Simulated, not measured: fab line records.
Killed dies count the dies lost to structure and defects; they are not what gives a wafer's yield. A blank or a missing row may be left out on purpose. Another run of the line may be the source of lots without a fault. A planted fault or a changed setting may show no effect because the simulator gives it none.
What tool caused it? -- flow gf180mcu -- Sampling: 11 lots, 33 wafers, 5 of 602 route steps

WHAT EACH GAUGE READ, for each wafer
GF_V3_OVL_MEAS_15. Usual: for V3_OVL the level is -1 nm and the standard deviation is 5.6.
lot,measured,on,V3_OVL (nm),flag
L920,day 22 08:50,overlay-01,11 2 8,
L921,day 23 11:12,overlay-01,-1 -5 -2,
L922,day 23 14:07,overlay-01,-4 3 2,
L923,day 23 18:26,overlay-02,-3 -7 -6,
L927,day 25 03:40,overlay-01,-2 2 6,
L931,day 25 20:00,overlay-02,4 3 -2,
L932,day 26 08:22,overlay-02,0 2 -4,
L933,day 26 15:31,overlay-01,0 -9 -10,
L934,day 27 01:21,overlay-02,1 8 9,
L939,day 28 18:03,overlay-02,-5 -9 -5,
L942,day 29 09:34,overlay-01,0 -4 0,

GF_TOP_METAL_RS_MEAS_05: measurement is done with a four-point probe. Usual: for TOP_METAL_ALCU_RS the level is 0.0330 ohm/sq and the standard deviation is 0.00042.
lot,measured,on,TOP_METAL_ALCU_RS (ohm/sq),flag
L920,day 27 07:01,filmMetro-03,0.0335 0.0332 0.0335,
L921,day 28 06:04,filmMetro-02,0.0330 0.0331 0.0329,
L922,day 28 09:19,filmMetro-03,0.0323 0.0335 0.0330,
L923,day 28 12:55,filmMetro-01,0.0335 0.0338 0.0335,
L927,day 29 19:59,filmMetro-01,0.0330 0.0326 0.0329,
L931,day 30 08:55,filmMetro-01,0.0336 0.0337 0.0340,
L932,day 30 19:09,filmMetro-02,0.0236 0.0237 0.0238 0.0236 0.0237 0.0239,OFF
L933,day 31 00:13,filmMetro-03,0.0233 0.0233 0.0231 0.0232 0.0233 0.0231,OFF
L934,day 31 09:17,filmMetro-03,0.0335 0.0325 0.0324,
L939,day 32 20:25,filmMetro-03,0.0332 0.0326 0.0334,
L942,day 33 09:14,filmMetro-01,0.0329 0.0328 0.0327,

GF_TOP_METAL_THK_MEAS_06: measures by xrf. Usual: for TOP_METAL_ALCU_THK the level is 902 nm and the standard deviation is 12.
lot,measured,on,TOP_METAL_ALCU_THK (nm),flag
L920,day 27 07:08,filmMetro-03,888 897 888,
L921,day 28 06:11,filmMetro-02,898 892 896,
L922,day 28 09:26,filmMetro-03,923 886 901,
L923,day 28 13:02,filmMetro-01,880 872 887,
L927,day 29 20:05,filmMetro-01,899 911 904,
L931,day 30 09:02,filmMetro-01,890 884 873,
L932,day 31 00:04,filmMetro-02,1254 1241 1240 1250 1242 1238,OFF
L933,day 31 03:40,filmMetro-03,1284 1279 1292 1282 1278 1292,OFF
L934,day 31 09:23,filmMetro-03,895 917 920,
L939,day 32 20:32,filmMetro-03,896 914 890,
L942,day 33 09:22,filmMetro-01,902 903 907,

EACH LOT AND THE TOOL THAT RAN IT (in order: tool; ch and the chambers of the sampled wafers; start)
lot,GF_MIM_SPUTTER_08,GF_TOP_METAL_SPUTTER_02
L920,"pvdSputter-04, day 24 10:53","pvdSputter-04, day 27 06:55"
L921,"pvdSputter-04, day 25 12:04","pvdSputter-03, day 28 05:59"
L922,"pvdSputter-01, day 25 14:56","pvdSputter-01, day 28 09:14"
L923,"pvdSputter-02, day 25 19:28","pvdSputter-03, day 28 12:50"
L927,"pvdSputter-04, day 27 04:20","pvdSputter-03, day 29 19:52"
L931,"pvdSputter-04, day 27 18:35","pvdSputter-01, day 30 08:49"
L932,"pvdSputter-04, day 28 06:35","pvdSputter-03, day 30 19:04"
L933,"pvdSputter-04, day 28 12:18","pvdSputter-03, day 31 00:08"
L934,"pvdSputter-04, day 28 21:59","pvdSputter-04, day 31 09:10"
L939,"pvdSputter-04, day 30 12:55","pvdSputter-04, day 32 20:20"
L942,"pvdSputter-02, day 31 03:05","pvdSputter-04, day 33 09:09"
- GF_MIM_SPUTTER_08: material AlCu, target thk 200 nm, time 10.6 s.
- GF_TOP_METAL_SPUTTER_02: material AlCu, target thk 900 nm, time 47.82 s.

WHAT THE TOOLS THEMSELVES READ (means of the sampled wafers that have a number; where no wafer has one, the mark that the record gives instead)
GF_MIM_SPUTTER_08. Usual: 29.7 % for throttleValvePct, sd 1.2.
lot,tool,throttleValvePct (%),flag
L920,pvdSputter-04,30.8,
L921,pvdSputter-04,30.8,
L922,pvdSputter-01,28.9,
L923,pvdSputter-02,29.5,
L927,pvdSputter-04,30.1,
L931,pvdSputter-04,30.5,
L932,pvdSputter-04,30.9,
L933,pvdSputter-04,30.5,
L934,pvdSputter-04,30.8,
L939,pvdSputter-04,30.4,
L942,pvdSputter-02,30.7,

GF_TOP_METAL_SPUTTER_02. Usual: 29.9 % for throttleValvePct, sd 1.3.
lot,tool,throttleValvePct (%),flag
L920,pvdSputter-04,30.7,
L921,pvdSputter-03,30.0,
L922,pvdSputter-01,29.2,
L923,pvdSputter-03,31.0,
L927,pvdSputter-03,29.9,
L931,pvdSputter-01,29.5,
L932,pvdSputter-03,29.8,
L933,pvdSputter-03,29.2,
L934,pvdSputter-04,31.0,
L939,pvdSputter-04,31.0,
L942,pvdSputter-04,30.3,

THE ANSWER, worked out from the rows above alone
Rule: a lot counts as off when the mean over its wafers that have a number is more than 3 standard deviations away from the usual mean. A lot without any number at a reading at which 4 lots or more have one is off too. Where the step has rows for the other lots, those lots are counted as sound. After the gauges, taken in route order, come the tools' own readings; for these a lot's mean is taken, as printed above. The first step at which some lot is off is used, and at that step the reading that is off furthest; a lot without a number counts as furthest.
Off: L932, L933, at GF_TOP_METAL_RS_MEAS_05 (TOP_METAL_ALCU_RS).
A tool fits if, at a process step before that reading, it ran every lot that is off, and no sound lot after the first of them. The gauges at GF_TOP_METAL_RS_MEAS_05 are tried like those tools. One candidate fits, namely pvdSputter-03 at GF_TOP_METAL_SPUTTER_02. A fault onset in the window from L927 (day 29 19:52, its last sound lot) to L932 (day 30 19:04, its first lot off) fits.

WHAT THE SIMULATOR HAD PUT IN
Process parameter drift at GF_TOP_METAL_SPUTTER_02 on pvdSputter-03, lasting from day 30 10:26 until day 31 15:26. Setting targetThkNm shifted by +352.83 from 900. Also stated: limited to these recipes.
Lots struck among those shown: L932, L933. The rule above reached the same finding.
